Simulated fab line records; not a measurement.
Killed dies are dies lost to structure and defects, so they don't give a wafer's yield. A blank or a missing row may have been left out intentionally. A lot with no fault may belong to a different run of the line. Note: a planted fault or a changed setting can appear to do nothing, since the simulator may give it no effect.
Matching of chambers ; flow sfq line ; SFQ_TRILAYER_I7_CMP_CMP_184 on cmp-02: 4 sister chambers
The step polishes SiO2. 16 wafers are shown with their chamber, then 8 later ones without.

## EACH WAFER AND ITS CHAMBER
wafer;chamber;motor current A (A);time to endpoint s (s)
L408.1;2;8.9;208
L408.2;1;10.9;211
L408.5;2;9.5;224
L409.2;2;9.7;214
L409.3;3;9.4;197
L409.1;1;10.9;203
L411.4;0;9.3;219
L411.3;2;9.8;219
L411.6;0;9.7;218
L412.1;2;8.7;205
L412.2;3;9.9;208
L412.6;2;9.1;214
L413.4;1;10.9;207
L413.5;1;11.0;213
L413.6;0;9.4;211
L415.2;1;11.2;202

SIGNATURES, as means of the wafers listed above
reading;chamber 0;chamber 1;chamber 2;chamber 3;scatter within a chamber
motor current A;9.467;10.980;9.283;9.650;0.328
time to endpoint s;216.00;207.20;214.00;202.50;6.01
Rule: distance of a wafer from a chamber = root of the sum over the readings of ((wafer's reading minus chamber's mean) / reading's scatter) squared. If the next closest chamber is less than 2 further off than the closest, the wafer can't be placed; otherwise it belongs to the closest. The scatter: the root of (the sum of the squares of (reading less its chamber's mean) over the shown wafers, divided by (wafers less chambers)).

## WAFERS WHOSE CHAMBER IS MISSING
wafer;motor current A (A);time to endpoint s (s)
L415.3;9.6;199
L415.6;9.5;207
L425.3;9.6;223
L425.5;10.0;226
L425.6;9.5;221
L430.2;9.9;220
L430.4;11.1;217
L430.6;11.0;225

## EACH ONE'S CHAMBER
wafer;from the rows above;in truth
L415.3;3;3
L415.6;can't be placed: 3 or 2 or 0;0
L425.3;can't be placed: 0 or 2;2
L425.5;can't be placed: 0 or 2 or 3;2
L425.6;can't be placed: 0 or 2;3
L430.2;can't be placed: 0 or 2 or 3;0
L430.4;1;1
L430.6;can't be placed: 1 or 0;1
Correct placement for 2 of the 8. These rows do not allow placing 6 (true chamber among the candidates in 5). Placed wrongly: 0.
